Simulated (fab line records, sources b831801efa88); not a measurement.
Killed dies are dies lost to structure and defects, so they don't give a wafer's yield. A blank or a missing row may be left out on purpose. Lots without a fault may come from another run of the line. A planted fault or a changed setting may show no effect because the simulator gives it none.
Which tool did it? | flow gf180mcu | 6 lots, 18 wafers sampled, at 5 steps of a route of 602

WHAT THE GAUGES READ, wafer by wafer
GF_M1_RS_MEAS_05: measures by four-point-probe.
lot  | measured     | on            | M1_ALCU_RS (ohm/sq)
L563 | day 16 10:52 | film_metro-04 | 0.0688 0.0689 0.0686
L565 | day 17 08:07 | film_metro-04 | 0.0701 0.0697 0.0691
L567 | day 18 05:06 | film_metro-04 | 0.0685 0.0690 0.0681
L569 | day 19 04:59 | film_metro-04 | 0.0699 0.0705 0.0693
L576 | day 21 12:13 | film_metro-04 | 0.0697 0.0689 0.0692
L585 | day 24 07:50 | film_metro-04 | 0.0683 0.0681 0.0677

WHICH TOOL RAN EACH LOT (tool, then ch and the chambers of the sampled wafers, then the start)
lot  | GF_VT_IMPLANT_COAT_24             | GF_VT_IMPLANT_STRIP_31               | GF_SAB_STRIP_13                      | GF_CONTACT_CVD_02
L563 | litho_track-04 ch 0, day 6 18:32  | plasma_asher-01 ch 0,1, day 7 02:05  | plasma_asher-04 ch 0,1, day 15 10:31 | pecvd-02 ch 0,1,2, day 15 11:21
L565 | litho_track-01 ch 0, day 7 09:02  | plasma_asher-02 ch 0,1, day 7 17:17  | plasma_asher-02 ch 0,1, day 16 06:51 | pecvd-02 ch 1,2, day 16 07:46
L567 | litho_track-04 ch 0, day 7 20:46  | plasma_asher-01 ch 0,1, day 8 05:41  | plasma_asher-02 ch 0,1, day 17 02:54 | pecvd-04 ch 0,1,2, day 17 03:43
L569 | litho_track-04 ch 0, day 8 10:55  | plasma_asher-04 ch 0,1, day 8 19:06  | plasma_asher-02 ch 1, day 18 01:33   | pecvd-02 ch 0,1, day 18 02:38
L576 | litho_track-04 ch 0, day 10 06:59 | plasma_asher-01 ch 0,1, day 10 16:17 | plasma_asher-02 ch 0,1, day 20 09:34 | pecvd-03 ch 0,2, day 20 10:23
L585 | litho_track-03 ch 0, day 12 15:28 | plasma_asher-04 ch 0,1, day 13 02:19 | plasma_asher-03 ch 0, day 23 06:42   | pecvd-02 ch 0,1,2, day 23 07:32
- GF_VT_IMPLANT_COAT_24: resist thk 1000 nm.
- GF_VT_IMPLANT_STRIP_31: strips in O2/N2.
- GF_SAB_STRIP_13: strips in O2/N2.
- GF_CONTACT_CVD_02: deposits SiO2 from TEOS, target thk 860 nm, time 95.992 s.

THE ANSWER, worked out from the rows above alone
Rule: what is usual is taken from the lots themselves. Put in order of their means at a reading, lots are off if they are a third of the lots or fewer, leave a main group of 4 or more, and stand apart from it by a gap of 3 or more times the standard deviation of the main group's means; of several such gaps the widest counts. A main group whose means are all the same, to the digits that the tables above print for the reading, isn't used. A lot without any number at a reading at which 4 lots or more have one is off too. The other lots that the step has rows for count as sound.
No lot is off at any reading shown: from this, nothing can be told.

WHAT THE SIMULATOR HAD PUT IN
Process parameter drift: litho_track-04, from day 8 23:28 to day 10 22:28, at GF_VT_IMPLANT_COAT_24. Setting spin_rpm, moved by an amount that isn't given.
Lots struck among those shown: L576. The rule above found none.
